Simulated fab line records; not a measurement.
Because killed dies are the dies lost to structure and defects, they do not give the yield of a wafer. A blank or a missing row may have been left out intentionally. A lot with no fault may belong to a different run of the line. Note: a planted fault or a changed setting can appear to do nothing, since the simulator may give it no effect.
One fault through the eyes of 2 desks || flow gf180mcu || what lay behind the numbers comes last; until then each desk has only its own

== THE TOOL OWNER'S DESK: implanter-02 ==
For each lot that ran on this tool, the mean over its sampled wafers that have a number, from the tool's own readings at GF_DNWELL_IMPLANT_07. A lot is out of limits, marked OUT, if its mean lies more than 4 standard deviations from the usual mean; the brackets give that distance.
Columns: A = beam_on_s at GF_DNWELL_IMPLANT_07, usual 10.00 s; B = dose_ions_cm2 at GF_DNWELL_IMPLANT_07, usual 1e+13; C = faraday_current_uA at GF_DNWELL_IMPLANT_07, usual 56.4
{"lot": "L961", "first seen here": "day 2 21:12", "A": 10.03, "B": 1e+13, "C": 56.2}
{"lot": "L966", "first seen here": "day 3 20:29", "A": 10.14, "B": 1e+13, "C": 55.7}
{"lot": "L968", "first seen here": "day 4 06:49", "A": 9.71, "B": 1e+13, "C": 57.9}
{"lot": "L969", "first seen here": "day 4 13:24", "A": 10.10, "B": 1e+13, "C": 55.8}
{"lot": "L970", "first seen here": "day 4 19:08", "A": 10.11, "B": 1e+13, "C": 56.1}
{"lot": "L972", "first seen here": "day 5 06:55", "A": 10.08, "B": "3e+12 (-99 or more) OUT", "C": "15.9 (-37) OUT"}
{"lot": "L974", "first seen here": "day 5 15:22", "A": 9.96, "B": "3e+12 (-99 or more) OUT", "C": "16.1 (-37) OUT"}
This desk's finding: out of limits on L972, L974; first on L972, day 5 06:55 (dose_ions_cm2 at GF_DNWELL_IMPLANT_07). L961, L966, L968, L969, L970 stayed within limits.

== METROLOGY DESK ==
Lot by lot, what the gauges showed, no matter which tool ran the lot: averages of those sampled wafers that carry a number. A lot is out of limits, marked OUT, if its mean lies more than 4 standard deviations from the usual mean; the brackets give that distance.
Columns: A = DNWELL_TW at GF_DNWELL_TW_MEAS_09, usual 1350; B = V2_W_THK at GF_V2_THK_MEAS_25, usual 347 nm
{"lot": "L961", "first seen here": "day 2 21:26", "A": 1359, "B": 345}
{"lot": "L965", "first seen here": "day 3 15:46", "A": 1352, "B": 348}
{"lot": "L966", "first seen here": "day 3 20:44", "A": 1340, "B": 352}
{"lot": "L967", "first seen here": "day 4 03:32", "A": 1344, "B": 355}
{"lot": "L968", "first seen here": "day 4 07:04", "A": 1345, "B": 346}
{"lot": "L969", "first seen here": "day 4 13:38", "A": 1355, "B": 349}
{"lot": "L970", "first seen here": "day 4 19:23", "A": 1339, "B": 351}
{"lot": "L972", "first seen here": "day 5 07:10", "A": "910 (-44) OUT", "B": 343}
{"lot": "L973", "first seen here": "day 5 09:46", "A": 1368, "B": 348}
{"lot": "L974", "first seen here": "day 5 15:37", "A": "901 (-45) OUT", "B": 350}
{"lot": "L976", "first seen here": "day 6 02:25", "A": 1344, "B": 348}
{"lot": "L982", "first seen here": "day 7 11:38", "A": 1355, "B": 342}
{"lot": "L984", "first seen here": "day 7 21:22", "A": 1342, "B": 343}
Per this desk, out of limits: L972, L974; the first was L972, day 5 07:10 (DNWELL_TW at GF_DNWELL_TW_MEAS_09). L961, L965, L966, L967, L968, L969, L970, L973, L976, L982, L984 stayed within limits.

== BROUGHT TOGETHER ==
On L972, L974, at day 5 06:55, an alarm was possible from the tool owner's desk.
An alarm was possible from the metrology desk at day 5 07:10, on L972, L974.
The lots listed all ran GF_DNWELL_IMPLANT_07 on implanter-02.

== WHAT WAS PUT IN BY THE SIMULATOR ==
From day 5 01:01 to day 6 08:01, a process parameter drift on implanter-02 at GF_DNWELL_IMPLANT_07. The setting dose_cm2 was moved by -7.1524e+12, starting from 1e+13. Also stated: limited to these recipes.
Struck lots among those shown: L972, L974.
Delay (hours) between the fault's onset and each desk's first out-of-limits reading: 6 at the tool owner's desk, 6 at the metrology desk.
